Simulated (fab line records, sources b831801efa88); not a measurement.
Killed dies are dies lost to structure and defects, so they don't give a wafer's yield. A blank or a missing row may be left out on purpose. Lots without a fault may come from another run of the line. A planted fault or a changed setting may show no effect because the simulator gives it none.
Chamber matching | flow sky130 | SKY_METAL3_ETCH_17 on rie_diel-02: 4 sister chambers
The step etches SiO2 in C4F8/O2/Ar, stops on TiN, time 3.9 s, target depth 15 nm. 16 wafers are shown with their chamber, then 7 later ones without.

WAFERS WITH THEIR CHAMBER
wafer  | chamber | chamber_pressure_mTorr (mTorr) | oes_product_au (a.u.)
L318.3 | 3       | 40.07                          | 0.744
L318.4 | 0       | 40.04                          | 0.767
L318.5 | 0       | 39.94                          | 0.746
L321.1 | 0       | 40.01                          | 0.753
L321.5 | 0       | 39.94                          | 0.763
L321.6 | 1       | 39.98                          | 0.758
L323.1 | 1       | 39.98                          | 0.735
L323.4 | 3       | 40.06                          | 0.747
L323.6 | 0       | 40.03                          | 0.757
L324.1 | 3       | 40.04                          | 0.752
L324.3 | 1       | 39.97                          | 0.754
L324.5 | 3       | 39.95                          | 0.766
L331.3 | 0       | 39.98                          | 0.753
L331.5 | 2       | 39.97                          | 0.757
L336.1 | 3       | 39.99                          | 0.749
L336.4 | 3       | 39.97                          | 0.759

SIGNATURES (means of the wafers above)
reading                | chamber 0 | chamber 1 | chamber 2 | chamber 3 | scatter within a chamber
chamber_pressure_mTorr | 39.9900   | 39.9767   | 39.9700   | 40.0133   | 0.043
oes_product_au         | 0.75650   | 0.74900   | 0.75700   | 0.75283   | 0.0088
Rule: a wafer's distance from a chamber is the root of the sum, over the readings, of the square of ((its reading less the chamber's mean) divided by the reading's scatter). The wafer belongs to the nearest chamber; if the next one is less than 2 further off, it can't be placed. The scatter: the root of (the sum of the squares of (reading less its chamber's mean) over the shown wafers, divided by (wafers less chambers)).

WAFERS WITHOUT THEIR CHAMBER
wafer  | chamber_pressure_mTorr (mTorr) | oes_product_au (a.u.)
L336.5 | 40.02                          | 0.762
L339.1 | 40.04                          | 0.758
L339.3 | 39.95                          | 0.758
L339.5 | 40.03                          | 0.757
L340.1 | 40.01                          | 0.756
L340.3 | 40.06                          | 0.767
L340.6 | 40.03                          | 0.767

WHICH CHAMBER EACH WENT THROUGH
wafer  | from the rows above               | in truth
L336.5 | can't be placed: 0 or 3 or 2 or 1 | 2
L339.1 | can't be placed: 3 or 0 or 2 or 1 | 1
L339.3 | can't be placed: 2 or 0 or 1 or 3 | 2
L339.5 | can't be placed: 3 or 0 or 2 or 1 | 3
L340.1 | can't be placed: 3 or 0 or 2 or 1 | 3
L340.3 | can't be placed: 3 or 0 or 2 or 1 | 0
L340.6 | can't be placed: 0 or 3 or 2 or 1 | 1
Placed correctly: 0 of 7. Can't be placed from these rows: 7 (the true chamber is among the candidates in 7). Placed wrongly: 0.
